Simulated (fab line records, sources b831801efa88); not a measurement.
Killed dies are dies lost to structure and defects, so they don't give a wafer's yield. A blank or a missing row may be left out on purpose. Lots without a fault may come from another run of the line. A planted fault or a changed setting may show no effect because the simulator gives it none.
Chamber matching | flow gf180mcu | GF_M5_ETCH_09 on rie_diel-02: 4 sister chambers
The step etches Si3N4 in CF4/O2, target depth 52 nm, time 11.18 s. 8 wafers are shown with their chamber, then 7 later ones without.

WAFERS WITH THEIR CHAMBER
wafer  | chamber | drypump_motor_current_A (A) | oes_product_au (a.u.)
L849.3 | 1       | 5.7                         | 0.992
L854.4 | 2       | 6.7                         | 1.006
L855.6 | 0       | 6.1                         | 1.003
L857.2 | 0       | 6.1                         | 1.007
L857.4 | 3       | 6.2                         | 1.025
L857.6 | 2       | 6.6                         | 1.015
L858.2 | 3       | 6.3                         | 1.032
L858.3 | 1       | 5.7                         | 1.005

WAFERS WITHOUT THEIR CHAMBER
wafer  | drypump_motor_current_A (A) | oes_product_au (a.u.)
L858.6 | 5.7                         | 0.989
L866.2 | 6.3                         | 1.021
L866.3 | 6.7                         | 1.013
L866.4 | 5.7                         | 0.985
L868.1 | 6.2                         | 1.008
L868.2 | 6.6                         | 0.996
L868.5 | 6.2                         | 1.006

WHICH CHAMBER EACH WENT THROUGH
wafer  | from the rows above     | in truth
L858.6 | 1                       | 1
L866.2 | 3                       | 3
L866.3 | 2                       | 2
L866.4 | 1                       | 1
L868.1 | can't be placed: 0 or 3 | 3
L868.2 | 2                       | 2
L868.5 | can't be placed: 0 or 3 | 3
Placed correctly: 5 of 7. Can't be placed from these rows: 2 (the true chamber is among the candidates in 2). Placed wrongly: 0.
How it was worked out, from the rows above alone: a wafer's distance from a chamber is the root of the sum, over the readings, of the square of ((its reading less the chamber's mean) divided by the reading's scatter). The wafer belongs to the nearest chamber; if the next one is less than 2 further off, it can't be placed. A chamber's mean is the mean of its shown wafers. The scatter: the root of (the sum of the squares of (reading less its chamber's mean) over the shown wafers, divided by (wafers less chambers)).
